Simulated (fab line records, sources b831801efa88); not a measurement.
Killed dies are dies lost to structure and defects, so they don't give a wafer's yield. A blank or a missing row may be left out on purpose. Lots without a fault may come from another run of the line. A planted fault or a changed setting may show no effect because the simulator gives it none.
A struck lot beside a sound one | flow sky130 | 43 steps out of a route of 708
Sound: wafers L851.1, L851.2, L851.6. Struck: wafers L865.3, L865.6. (L865.2 of the same lot was not struck and is left out.) The cause comes at the end.
At each step with rows: each side's tool, then ch and its chambers, then its first start. Under that, the readings that differ: sound wafers | struck wafers | difference of the means | sigmas: that difference in standard deviations of wafers without a fault.
alike: readings whose means differ by less than 2 such deviations, and words and numbers that are the same on both sides. not compared: withheld readings, readings that some wafer has no value for, bounds like >300 that may hide the same value, and numbers for which the record gives no deviation and whose values overlap.
The two part at a step that has a row with sigmas, a row that says differs or no value, or rows on one side only. Numbers that don't overlap but have no deviation are shown without sigmas and don't part them. A reading that every wafer of one side lacks parts them only if that side has two wafers or more.

first, 3 steps without rows for these wafers: SKY_SONOS_ONO_WET_ETCH_18 (etches Si3N4 in H3PO4, target depth 15 nm, time 172 s); SKY_GATE_OXIDE_CLEAN_00 (cleans in SC1/SC2, time 150 s); SKY_GATE_OXIDE_OXIDATION_01 (stabilise 600 s, purge 300 s, target thk 10.268 nm).
SKY_GATE_OXIDE_THK_MEAS_02:
  sound on film_metro-03, day 14 15:13; struck on film_metro-01, day 19 11:01
  alike: GATE_OXIDE_OXIDATION_00_THK
then, 7 steps without rows for these wafers: SKY_GATE_OXIDE_DEHYDRATE_03 (time 60 s); SKY_GATE_OXIDE_HMDS_04 (prime time 60 s); SKY_GATE_OXIDE_COAT_05 (resist thk 1140 nm); SKY_GATE_OXIDE_SOFTBAKE_06 (time 60 s); SKY_GATE_OXIDE_EXPOSE_07 (exposes mask LVOM, target cd 600 nm); SKY_GATE_OXIDE_PEB_08; SKY_GATE_OXIDE_DEVELOP_09 (develop time 60 s).
SKY_GATE_OXIDE_OVL_MEAS_10:
  sound on overlay-01, day 15 17:18; struck on overlay-02, day 20 18:09
  alike: GATE_OXIDE_OVL
SKY_GATE_OXIDE_IMPLANT_11:
  sound on implanter-02 ch 0, day 15 17:20; struck on implanter-02 ch 0, day 20 18:13
then, 1 step without rows for these wafers: SKY_GATE_OXIDE_WET_ETCH_12 (etches SiO2 in dHF, target depth 16.8 nm, time 336 s).
SKY_GATE_OXIDE_STRIP_13: strips in O2/N2.
  sound on plasma_asher-01 ch 0,1, day 15 17:35; struck on plasma_asher-04 ch 0,1, day 20 18:26
  alike: drypump_motor_current_A, oes_product_au, strip_time_to_endpoint_s
  not compared: rf_hours_counter_h
SKY_GATE_OXIDE_TW_MEAS_14:
  sound on film_metro-03, day 15 17:41; struck on film_metro-04, day 20 18:32
  alike: GATE_OXIDE_TW
then, 3 steps without rows for these wafers: SKY_GATE_OXIDE_CLEAN_15 (cleans in SC1/SC2, time 150 s); SKY_GATE_OXIDE_OXIDATION_16 (stabilise 600 s, purge 300 s, target thk 3.57 nm); SKY_POLY_GATE_CVD_00 (deposits poly-Si, target thk 180 nm, time 720 s).
SKY_POLY_GATE_THK_MEAS_01:
  sound on film_metro-04, day 16 11:17; struck on film_metro-04, day 20 21:23
  alike: POLY_GATE_CVD_00_THK
then, 8 steps without rows for these wafers: SKY_RES_PROTECT_DEHYDRATE_00 (time 60 s); SKY_RES_PROTECT_HMDS_01 (prime time 60 s); SKY_RES_PROTECT_COAT_02 (resist thk 1140 nm); SKY_RES_PROTECT_SOFTBAKE_03 (time 60 s); SKY_RES_PROTECT_EXPOSE_04 (exposes mask RPM, target cd 1270 nm); SKY_RES_PROTECT_PEB_05; SKY_RES_PROTECT_DEVELOP_06 (develop time 60 s); SKY_POLY_GATE_IMPLANT_02.
SKY_RES_PROTECT_STRIP_07: strips in O2/N2.
  sound on plasma_asher-01 ch 0,1, day 17 15:18; struck on plasma_asher-02 ch 0,1, day 22 03:44
  alike: drypump_motor_current_A, oes_product_au, strip_time_to_endpoint_s
  not compared: rf_hours_counter_h
SKY_RES_PROTECT_TW_MEAS_08:
  sound on film_metro-03, day 17 15:24; struck on film_metro-03, day 22 03:51
  alike: POLY_GATE_TW
then, 2 steps without rows for these wafers: SKY_RES_PROTECT_CLEAN_09 (cleans in SC1/SC2, time 150 s); SKY_POLY_GATE_CVD_03 (deposits Si3N4 from DCS/NH3, target thk 75 nm, time 1290 s).
SKY_POLY_GATE_THK_MEAS_04:
  sound on film_metro-04, day 17 18:23; struck on film_metro-02, day 22 06:13
  alike: POLY_GATE_CVD_03_THK
then, 8 steps without rows for these wafers: SKY_POLY_GATE_DEHYDRATE_05 (time 60 s); SKY_POLY_GATE_HMDS_06 (prime time 60 s); SKY_POLY_GATE_COAT_07 (resist thk 110 nm); SKY_POLY_GATE_COAT_08 (resist thk 450 nm); SKY_POLY_GATE_SOFTBAKE_09 (time 90 s); SKY_POLY_GATE_EXPOSE_10 (exposes mask P1M, target cd 150 nm); SKY_POLY_GATE_PEB_11; SKY_POLY_GATE_DEVELOP_12 (develop time 60 s).
SKY_POLY_GATE_CD_MEAS_13: target cd 150 nm.
  sound on cd_sem-02, day 19 00:33; struck on cd_sem-02, day 23 12:37
  alike: cd_nm
-- the record jumps here: 27 days lie between the struck wafers' starts before and after (it left off in module POLY_GATE and takes up again in module PAD_OPEN, whose first step shown is number 708 of the route) --
SKY_PAD_OPEN_PROBE_99:
  sound on prober-02, day 47 16:07; struck on prober-01, day 50 16:10
  reading                                 | sound                    | struck          | difference | sigmas
  model.etest.tip_p.rs_ohm_sq_range       | 154.8 169.4 182.8        | 378.2 633.4     | +336.8     |
  model.etest.nfet_01v8.drive_ua_um_range | 12.11 11.59 15.53        | 41.79 44.17     | +29.90     |
  model.etest.pfet_01v8.drive_ua_um_range | 6.367 5.674 8.258        | 30.9 29.57      | +23.5      |
  model.etest.pfet_01v8_lvt.vt_v_range    | 0.02657 0.02624 0.02584  | 0.3685 0.3619   | +0.3390    |
  model.etest.pfet_01v8.vt_v_range        | 0.01638 0.01526 0.01192  | 0.1326 0.1385   | +0.1210    |
  model.etest.nfet_01v8.vt_v_range        | 0.01744 0.009684 0.01784 | 0.04289 0.04466 | +0.02879   |
  alike: killed_at_M0_to_M3, killed_at_M4_up, killed_at_contacts, killed_at_front_end, killed_at_other, killed_dies, killed_open, killed_short

WHERE THEY PART
Nowhere in this record.

WHY: what the simulator had put in
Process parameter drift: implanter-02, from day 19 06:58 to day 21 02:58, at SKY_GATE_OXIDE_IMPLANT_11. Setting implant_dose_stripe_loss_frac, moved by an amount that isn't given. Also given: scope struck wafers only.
